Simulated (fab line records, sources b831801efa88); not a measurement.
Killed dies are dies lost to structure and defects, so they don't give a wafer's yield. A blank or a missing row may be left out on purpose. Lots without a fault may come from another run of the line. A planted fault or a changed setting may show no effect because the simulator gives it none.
Chamber matching | flow gf180mcu | GF_STI_CMP_25 on cmp-01: 4 sister chambers
The step polishes, stops on Si3N4, t overpolish 33 s, target thk 524.6 nm. 8 wafers are shown with their chamber, then 7 later ones without.

WAFERS WITH THEIR CHAMBER
wafer  | chamber | motor_current_A (A) | time_to_endpoint_s (s)
L741.1 | 3       | 11.6                | 122
L742.3 | 3       | 11.4                | 124
L742.6 | 1       | 11.2                | 125
L745.1 | 2       | 14.1                | 114
L745.3 | 0       | 10.7                | 115
L745.5 | 2       | 13.3                | 113
L750.1 | 0       | 10.9                | 117
L750.3 | 1       | 10.9                | 116

WAFERS WITHOUT THEIR CHAMBER
wafer  | motor_current_A (A) | time_to_endpoint_s (s)
L750.4 | 14.6                | 112
L757.1 | 13.5                | 112
L757.3 | 10.6                | 117
L757.6 | 10.2                | 119
L758.2 | 14.2                | 113
L758.5 | 11.5                | 118
L758.6 | 10.6                | 120

WHICH CHAMBER EACH WENT THROUGH
wafer  | from the rows above          | in truth
L750.4 | 2                            | 2
L757.1 | 2                            | 2
L757.3 | can't be placed: 0 or 1      | 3
L757.6 | can't be placed: 0 or 1      | 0
L758.2 | 2                            | 2
L758.5 | can't be placed: 3 or 1 or 0 | 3
L758.6 | can't be placed: 0 or 1 or 3 | 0
Placed correctly: 3 of 7. Can't be placed from these rows: 4 (the true chamber is among the candidates in 3). Placed wrongly: 0.
How it was worked out, from the rows above alone: a wafer's distance from a chamber is the root of the sum, over the readings, of the square of ((its reading less the chamber's mean) divided by the reading's scatter). The wafer belongs to the nearest chamber; if the next one is less than 2 further off, it can't be placed. A chamber's mean is the mean of its shown wafers. The scatter: the root of (the sum of the squares of (reading less its chamber's mean) over the shown wafers, divided by (wafers less chambers)).
